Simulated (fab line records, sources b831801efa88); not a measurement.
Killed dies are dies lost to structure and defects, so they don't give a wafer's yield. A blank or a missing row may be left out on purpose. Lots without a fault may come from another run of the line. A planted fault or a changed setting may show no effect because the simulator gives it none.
A struck lot beside a sound one | flow gf180mcu | 15 steps out of a route of 602
Sound: wafers L947.2, L947.5, L947.6. Struck: wafers L957.2, L957.4, L957.6. The cause comes at the end.
At each step with rows: each side's tool, then ch and its chambers, then its first start. Under that, the readings that differ: sound wafers | struck wafers | difference of the means | sigmas: that difference in standard deviations of wafers without a fault.
alike: readings whose means differ by less than 2 such deviations, and words and numbers that are the same on both sides. not compared: withheld readings, readings that some wafer has no value for, bounds like >300 that may hide the same value, and numbers for which the record gives no deviation and whose values overlap.
The two part at a step that has a row with sigmas, a row that says differs or no value, or rows on one side only. Numbers that don't overlap but have no deviation are shown without sigmas and don't part them. A reading that every wafer of one side lacks parts them only if that side has two wafers or more.

GF_PSD_RS_MEAS_15: measures by four-point-probe.
  sound on film_metro-01, day 15 09:42; struck on film_metro-01, day 19 02:36
  alike: PSD_RS
GF_SAB_CVD_00: deposits SiO2 from TEOS, target thk 50 nm, time 4.9302 s.
  sound on pecvd-04 ch 1,2, day 15 09:48; struck on pecvd-01 ch 0,1, day 19 02:42
  alike: heater_power_w
  not compared: since_wet_clean_h
GF_SAB_THK_MEAS_01:
  sound on film_metro-04, day 15 09:50; struck on film_metro-04, day 19 02:44
  alike: SAB_CVD_00_THK
then, 7 steps without rows for these wafers: GF_SAB_DEHYDRATE_02 (time 60 s); GF_SAB_HMDS_03 (prime time 60 s); GF_SAB_COAT_04 (resist thk 1000 nm); GF_SAB_SOFTBAKE_05 (time 60 s); GF_SAB_EXPOSE_06 (exposes mask SAB, target cd 420 nm); GF_SAB_PEB_07; GF_SAB_DEVELOP_08 (develop time 60 s).
GF_SAB_CD_MEAS_09: target cd 420 nm.
  sound on cd_sem-01, day 16 07:26; struck on cd_sem-01, day 20 03:29
  alike: cd_nm
GF_SAB_OVL_MEAS_10:
  sound on overlay-02, day 16 07:32; struck on overlay-01, day 20 03:35
  reading      | sound        | struck      | difference | sigmas
  SAB_OVL (nm) | 0.3 -0.6 1.0 | 4.0 3.3 2.3 | +3.0       | +2
GF_SAB_ETCH_11: etches SiO2 in C4F8/O2/Ar, target depth 55 nm, time 8.5 s.
  sound on rie_diel-04 ch 2,3, day 16 07:34; struck on rie_diel-01 ch 0,1,3, day 20 03:37
  reading                         | sound             | struck            | difference | sigmas
  oes_product_au (a.u.)           | 0.997 0.987 0.996 | 1.202 1.197 1.190 | +0.203     | +26
  model.SAB.feature_depth_nm (nm) | 54.85 54.7 54.7   | 72.19 72.05 71.8  | +17.26     |
  model.etch.depth_nm (nm)        | 54.85 54.7 54.7   | 72.19 72.05 71.8  | +17.26     |
  alike: bias_w
  not compared: rf_hours_counter_h
then, 1 step without rows for these wafers: GF_SAB_WET_ETCH_12 (etches SiO2 in dHF, target depth 22 nm, time 440 s).
-- the record jumps here: 13 days lie between the struck wafers' starts before and after (it left off in module SAB and takes up again in module PASSIVATION, whose first step shown is number 602 of the route) --
GF_PASSIVATION_PROBE_99:
  the record has rows for the struck wafers here (prober-01, day 32 23:49) and none for the sound ones

WHERE THEY PART
First at GF_SAB_OVL_MEAS_10; last, within this record, at GF_PASSIVATION_PROBE_99.

WHY: what the simulator had put in
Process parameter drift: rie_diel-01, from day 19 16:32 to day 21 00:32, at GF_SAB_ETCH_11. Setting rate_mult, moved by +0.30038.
